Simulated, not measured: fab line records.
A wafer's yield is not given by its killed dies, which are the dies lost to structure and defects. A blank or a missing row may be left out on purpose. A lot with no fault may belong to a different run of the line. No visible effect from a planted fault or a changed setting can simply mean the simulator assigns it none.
A single fault, viewed from 2 desks -- flow gf180mcu -- only its own numbers are on each desk; what lay behind them is given at the end

## FROM THE METROLOGY DESK
Lot by lot, what the gauges showed, no matter which tool ran the lot: averages of those sampled wafers that carry a number. Marked OUT: a lot whose mean sits more than 4 standard deviations from the usual mean, which makes it out of limits; the brackets give that distance. Readings shown: 7 of its 8, picked as those furthest out on some lot.
Columns: A = MVSD_TW at GF_MVSD_TW_MEAS_11, usual 1575; B = MVPSD_OVL at GF_MVPSD_OVL_MEAS_07, usual -1.1 nm; C = MVPSD_TW at GF_MVPSD_TW_MEAS_11, usual 551; D = VT_IMPLANT_TW at GF_VT_IMPLANT_TW_MEAS_10, usual 565; E = VT_IMPLANT_01_OVL at GF_VT_IMPLANT_OVL_MEAS_18, usual 0.8 nm; F = VT_IMPLANT_2_TW at GF_VT_IMPLANT_TW_MEAS_21, usual 1216; G = MVPSD_RS at GF_VT_IMPLANT_RS_MEAS_49, usual 1169.0 ohm/sq
lot,first seen here,A,B,C,D,E,F,G
L457,day 6 05:04,1576,-2.6,549,562,-3.0,1219,1167.7
L459,day 7 02:49,1567,-1.4,551,559,-1.3,1219,1171.1
L466,day 8 09:33,1570,0.2,548,566,1.9,1205,1163.9
L468,day 8 20:27,1578,-1.4,550,566,-1.0,1219,1170.5
L467,day 8 21:06,1582,1.2,556,566,-0.5,1226,1160.6
L472,day 9 19:25,1569,-1.2,549,572,1.7,1200,1170.2
This desk found nothing out of limits on any of the 6 lots.

## AT THE TOOL OWNER'S DESK: implanter-01
The tool's own readings at GF_MVPSD_IMPLANT_09: means of the sampled wafers that have a number, for each lot that ran on this tool. Marked OUT: a lot whose mean sits more than 4 standard deviations from the usual mean, which makes it out of limits; the brackets give that distance.
Columns: A = beam energy keV at GF_MVPSD_IMPLANT_09, usual 40.001; B = beam on s at GF_MVPSD_IMPLANT_09, usual 10.00 s; C = tilt deg at GF_MVPSD_IMPLANT_09, usual -0.002 degrees
lot,first seen here,A,B,C
L457,day 6 18:58,40.012,10.03,0.001
L459,day 7 17:59,40.002,10.10,0.011
L466,day 9 01:45,35.684 (-99 or more) OUT,9.94,-0.015
L467,day 9 14:17,35.662 (-99 or more) OUT,9.79,0.009
This desk finds L466, L467 out of limits, L466 being first, at day 9 01:45 (beam energy keV at GF_MVPSD_IMPLANT_09). In limits: L457, L459.

## TAKEN TOGETHER
An alarm could have come from the tool owner's desk at day 9 01:45, on L466, L467.
From the metrology desk's view, nothing was out of limits.
The metrology desk has L466, L467 on record, within its limits.
Of the lots named, all ran GF_MVPSD_IMPLANT_09 on implanter-01.

## WHAT HAD BEEN PUT IN BY THE SIMULATOR
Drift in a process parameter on implanter-01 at GF_MVPSD_IMPLANT_09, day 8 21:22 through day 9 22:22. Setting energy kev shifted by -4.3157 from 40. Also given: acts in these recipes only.
Shown lots that were struck: L466, L467.
How many hours passed from the start of the fault until each desk's first out-of-limits reading: the tool owner's desk, 4.
